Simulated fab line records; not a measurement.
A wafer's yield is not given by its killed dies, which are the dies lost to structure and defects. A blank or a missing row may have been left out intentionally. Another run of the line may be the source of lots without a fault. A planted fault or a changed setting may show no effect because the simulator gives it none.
Which tool was responsible? :: flow sky130 :: 11 lots, 33 wafers sampled, at 5 steps of a route of 708

WHAT THE GAUGES READ, wafer by wafer
SKY_VIA2_RS_MEAS_22: the measuring method here is four-point-probe. Usual: VIA2_W_RS typically reads 0.2721 ohm/sq, with standard deviation 0.0027.
lot: L758
measured: day 35 21:16
on: film-metro-04
VIA2_W_RS (ohm/sq): 0.2677 0.2752 0.2717
flag: 

lot: L760
measured: day 36 11:16
on: film-metro-02
VIA2_W_RS (ohm/sq): 0.2724 0.2742 0.2722
flag: 

lot: L763
measured: day 37 20:31
on: film-metro-03
VIA2_W_RS (ohm/sq): 0.2721 0.2724 0.2705
flag: 

lot: L764
measured: day 38 03:46
on: film-metro-02
VIA2_W_RS (ohm/sq): 0.2719 0.2721 0.2715
flag: 

lot: L765
measured: day 38 05:05
on: film-metro-04
VIA2_W_RS (ohm/sq): 0.2722 0.2741 0.2714
flag: 

lot: L766
measured: day 38 17:37
on: film-metro-03
VIA2_W_RS (ohm/sq): 0.2711 0.2694 0.2685
flag: 

lot: L767
measured: day 38 21:46
on: film-metro-04
VIA2_W_RS (ohm/sq): 0.2702 0.2711 0.2677
flag: 

lot: L768
measured: day 39 11:52
on: film-metro-03
VIA2_W_RS (ohm/sq): 0.2709 0.2738 0.2732
flag: 

lot: L773
measured: day 40 18:25
on: film-metro-04
VIA2_W_RS (ohm/sq): 0.2683 0.2717 0.2680
flag: 

lot: L778
measured: day 43 14:55
on: film-metro-03
VIA2_W_RS (ohm/sq): 0.2944 0.2960 0.2988
flag: OFF

lot: L780
measured: day 43 15:15
on: film-metro-02
VIA2_W_RS (ohm/sq): 0.2952 0.2933 0.2943
flag: OFF

SKY_VIA2_THK_MEAS_23: measures by xrf. Usual: VIA2_W_THK typically reads 430 nm, with standard deviation 7.2.
lot: L758
measured: day 35 21:23
on: film-metro-04
VIA2_W_THK (nm): 439 427 427
flag: 

lot: L760
measured: day 36 11:23
on: film-metro-02
VIA2_W_THK (nm): 431 430 434
flag: 

lot: L763
measured: day 37 20:38
on: film-metro-03
VIA2_W_THK (nm): 438 435 439
flag: 

lot: L764
measured: day 38 03:53
on: film-metro-02
VIA2_W_THK (nm): 426 424 426
flag: 

lot: L765
measured: day 38 05:11
on: film-metro-04
VIA2_W_THK (nm): 429 422 425
flag: 

lot: L766
measured: day 38 17:44
on: film-metro-03
VIA2_W_THK (nm): 439 441 446
flag: 

lot: L767
measured: day 38 21:53
on: film-metro-04
VIA2_W_THK (nm): 429 430 434
flag: 

lot: L768
measured: day 39 11:59
on: film-metro-03
VIA2_W_THK (nm): 444 434 437
flag: 

lot: L773
measured: day 40 18:32
on: film-metro-04
VIA2_W_THK (nm): 424 421 425
flag: 

lot: L778
measured: day 43 15:02
on: film-metro-03
VIA2_W_THK (nm): 403 401 396
flag: OFF

lot: L780
measured: day 43 15:22
on: film-metro-02
VIA2_W_THK (nm): 397 398 399
flag: OFF

TOOL THAT RAN EACH LOT (tool first, then ch and the chambers of the sampled wafers, then the start)
lot: L758
SKY_VIA1_CMP_24: cmp-01 ch 1,3, day 33 13:01
SKY_METAL2_SPUTTER_02: pvd-sputter-04, day 33 13:19
SKY_VIA2_CVD_21: cvd-w-01 ch 0,1, day 35 21:08

lot: L760
SKY_VIA1_CMP_24: cmp-02 ch 2,3, day 34 04:33
SKY_METAL2_SPUTTER_02: pvd-sputter-01, day 34 04:54
SKY_VIA2_CVD_21: cvd-w-02 ch 0,1, day 36 11:07

lot: L763
SKY_VIA1_CMP_24: cmp-01 ch 0,1,3, day 35 13:31
SKY_METAL2_SPUTTER_02: pvd-sputter-01, day 35 13:52
SKY_VIA2_CVD_21: cvd-w-01 ch 0,1, day 37 20:23

lot: L764
SKY_VIA1_CMP_24: cmp-01 ch 0,1,3, day 35 20:46
SKY_METAL2_SPUTTER_02: pvd-sputter-02, day 35 21:04
SKY_VIA2_CVD_21: cvd-w-02 ch 0,1, day 38 03:38

lot: L765
SKY_VIA1_CMP_24: cmp-01 ch 1,2, day 35 22:27
SKY_METAL2_SPUTTER_02: pvd-sputter-02, day 35 22:48
SKY_VIA2_CVD_21: cvd-w-01 ch 0,1, day 38 04:56

lot: L766
SKY_VIA1_CMP_24: cmp-01 ch 0,1,2, day 36 11:58
SKY_METAL2_SPUTTER_02: pvd-sputter-01, day 36 12:19
SKY_VIA2_CVD_21: cvd-w-02 ch 0,1, day 38 17:29

lot: L767
SKY_VIA1_CMP_24: cmp-02 ch 0,2,3, day 36 15:37
SKY_METAL2_SPUTTER_02: pvd-sputter-01, day 36 15:52
SKY_VIA2_CVD_21: cvd-w-02 ch 0,1, day 38 21:38

lot: L768
SKY_VIA1_CMP_24: cmp-02 ch 0,1,2, day 37 06:13
SKY_METAL2_SPUTTER_02: pvd-sputter-02, day 37 06:34
SKY_VIA2_CVD_21: cvd-w-01 ch 0,1, day 39 11:44

lot: L773
SKY_VIA1_CMP_24: cmp-02 ch 1,2,3, day 38 12:42
SKY_METAL2_SPUTTER_02: pvd-sputter-04, day 38 13:02
SKY_VIA2_CVD_21: cvd-w-02 ch 0,1, day 40 18:17

lot: L778
SKY_VIA1_CMP_24: cmp-02 ch 0,1,3, day 41 12:25
SKY_METAL2_SPUTTER_02: pvd-sputter-01, day 41 12:46
SKY_VIA2_CVD_21: cvd-w-01 ch 0, day 43 14:41

lot: L780
SKY_VIA1_CMP_24: cmp-01 ch 0,1, day 41 13:11
SKY_METAL2_SPUTTER_02: pvd-sputter-02, day 41 13:29
SKY_VIA2_CVD_21: cvd-w-01 ch 0, day 43 14:59
- SKY_VIA1_CMP_24: polishes, stops on SiO2, t overpolish 15 s, target thk 0 nm.
- SKY_METAL2_SPUTTER_02: material AlCu, target thk 250 nm, time 13.3 s.
- SKY_VIA2_CVD_21: deposits W, target thk 420 nm, time 126.4 s.

WHAT THE TOOLS THEMSELVES READ (means of the sampled wafers that have a number; where no wafer has one, the mark that the record gives instead)
SKY_VIA1_CMP_24. Usual: motor-current-A 11.5 A, standard deviation 1.3; overpolish-run-s 14.999 s, standard deviation 0.0093; platen-rpm 60.00 rpm, standard deviation 0.037; retaining-ring-pressure-frac 1.000, standard deviation 0.0048; time-to-endpoint-s 65 s, standard deviation 3.
lot: L758
tool: cmp-01
motor-current-A (A): 11.1
overpolish-run-s (s): 15.006
platen-rpm (rpm): 59.98
retaining-ring-pressure-frac: 0.999
time-to-endpoint-s (s): 69
flag: 

lot: L760
tool: cmp-02
motor-current-A (A): 12.3
overpolish-run-s (s): 15.001
platen-rpm (rpm): 60.02
retaining-ring-pressure-frac: 1.001
time-to-endpoint-s (s): 67
flag: 

lot: L763
tool: cmp-01
motor-current-A (A): 12.0
overpolish-run-s (s): 15.002
platen-rpm (rpm): 59.98
retaining-ring-pressure-frac: 1.005
time-to-endpoint-s (s): 63
flag: 

lot: L764
tool: cmp-01
motor-current-A (A): 12.2
overpolish-run-s (s): 14.993
platen-rpm (rpm): 59.98
retaining-ring-pressure-frac: 0.998
time-to-endpoint-s (s): 66
flag: 

lot: L765
tool: cmp-01
motor-current-A (A): 11.0
overpolish-run-s (s): 14.989
platen-rpm (rpm): 59.99
retaining-ring-pressure-frac: 1.001
time-to-endpoint-s (s): 66
flag: 

lot: L766
tool: cmp-01
motor-current-A (A): 11.8
overpolish-run-s (s): 14.996
platen-rpm (rpm): 60.04
retaining-ring-pressure-frac: 0.995
time-to-endpoint-s (s): 62
flag: 

lot: L767
tool: cmp-02
motor-current-A (A): 11.9
overpolish-run-s (s): 14.996
platen-rpm (rpm): 60.02
retaining-ring-pressure-frac: 1.001
time-to-endpoint-s (s): 64
flag: 

lot: L768
tool: cmp-02
motor-current-A (A): 10.8
overpolish-run-s (s): 15.006
platen-rpm (rpm): 59.97
retaining-ring-pressure-frac: 0.997
time-to-endpoint-s (s): 66
flag: 

lot: L773
tool: cmp-02
motor-current-A (A): 11.5
overpolish-run-s (s): 14.999
platen-rpm (rpm): 59.98
retaining-ring-pressure-frac: 0.997
time-to-endpoint-s (s): 65
flag: 

lot: L778
tool: cmp-02
motor-current-A (A): 10.6
overpolish-run-s (s): 15.001
platen-rpm (rpm): 60.03
retaining-ring-pressure-frac: 1.001
time-to-endpoint-s (s): 67
flag: 

lot: L780
tool: cmp-01
motor-current-A (A): 12.3
overpolish-run-s (s): 15.003
platen-rpm (rpm): 59.91
retaining-ring-pressure-frac: 0.994
time-to-endpoint-s (s): 62
flag: 

SKY_METAL2_SPUTTER_02. Usual: throttle-valve-pct reads 30.4 % (standard deviation 1.1).
lot: L758
tool: pvd-sputter-04
throttle-valve-pct (%): 29.8
flag: 

lot: L760
tool: pvd-sputter-01
throttle-valve-pct (%): 30.7
flag: 

lot: L763
tool: pvd-sputter-01
throttle-valve-pct (%): 31.0
flag: 

lot: L764
tool: pvd-sputter-02
throttle-valve-pct (%): 29.8
flag: 

lot: L765
tool: pvd-sputter-02
throttle-valve-pct (%): 30.4
flag: 

lot: L766
tool: pvd-sputter-01
throttle-valve-pct (%): 30.7
flag: 

lot: L767
tool: pvd-sputter-01
throttle-valve-pct (%): 30.9
flag: 

lot: L768
tool: pvd-sputter-02
throttle-valve-pct (%): 30.8
flag: 

lot: L773
tool: pvd-sputter-04
throttle-valve-pct (%): 30.6
flag: 

lot: L778
tool: pvd-sputter-01
throttle-valve-pct (%): 30.8
flag: 

lot: L780
tool: pvd-sputter-02
throttle-valve-pct (%): 28.7
flag: 

SKY_VIA2_CVD_21. Usual: chamber-pressure-Torr 39.99 Torr, standard deviation 0.089; heater-power-w 810 W, standard deviation 88.
lot: L758
tool: cvd-w-01
chamber-pressure-Torr (Torr): 40.07
heater-power-w (W): 919
flag: 

lot: L760
tool: cvd-w-02
chamber-pressure-Torr (Torr): 40.01
heater-power-w (W): 747
flag: 

lot: L763
tool: cvd-w-01
chamber-pressure-Torr (Torr): 39.92
heater-power-w (W): 958
flag: 

lot: L764
tool: cvd-w-02
chamber-pressure-Torr (Torr): 40.00
heater-power-w (W): 750
flag: 

lot: L765
tool: cvd-w-01
chamber-pressure-Torr (Torr): 39.96
heater-power-w (W): 960
flag: 

lot: L766
tool: cvd-w-02
chamber-pressure-Torr (Torr): 39.99
heater-power-w (W): 728
flag: 

lot: L767
tool: cvd-w-02
chamber-pressure-Torr (Torr): 39.99
heater-power-w (W): 724
flag: 

lot: L768
tool: cvd-w-01
chamber-pressure-Torr (Torr): 39.92
heater-power-w (W): 879
flag: 

lot: L773
tool: cvd-w-02
chamber-pressure-Torr (Torr): 40.01
heater-power-w (W): 733
flag: 

lot: L778
tool: cvd-w-01
chamber-pressure-Torr (Torr): 34.69
heater-power-w (W): 876
flag: OFF

lot: L780
tool: cvd-w-01
chamber-pressure-Torr (Torr): 34.65
heater-power-w (W): 878
flag: OFF

THE ANSWER, worked out from the rows above alone
Rule: a lot counts as off when the mean over its wafers that have a number is more than 3 standard deviations away from the usual mean. Also off: a lot with no number at a reading for which 4 or more lots have one. All remaining lots with rows at the step are treated as sound. The gauges are gone through in route order, then the tools' own readings, and for those a lot's mean is taken as printed above. At the first step where some lot is off, the reading lying furthest off is the one used; lots without a number count as furthest.
Off: at SKY_VIA2_RS_MEAS_22 (VIA2_W_RS), L778, L780.
If a tool, at a process step before that reading, ran all the lots that are off and no sound lot after the first of them, it fits. Not tried: the gauges at SKY_VIA2_RS_MEAS_22; whatever is off there is also off at SKY_VIA2_CVD_21, on other tools, and gauge error can't account for it. One candidate fits, namely cvd-w-01 at SKY_VIA2_CVD_21. Its last sound lot is L768 (day 39 11:44), its first lot that is off L778 (day 43 14:41): a fault that began between those two fits.
The tool's own readings at SKY_VIA2_CVD_21 bear it out: on the lots that are off they differ by more than 5 times the standard deviation of the sound lots' means. chamber-pressure-Torr reads 34.67 Torr there against 39.99 Torr on the sound lots.

WHAT THE SIMULATOR HAD PUT IN
cvd-w-01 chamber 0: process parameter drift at SKY_VIA2_CVD_21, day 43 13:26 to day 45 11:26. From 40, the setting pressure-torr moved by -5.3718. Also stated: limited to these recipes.
Lots struck among those shown: L778, L780. This agrees with what the rule above found.
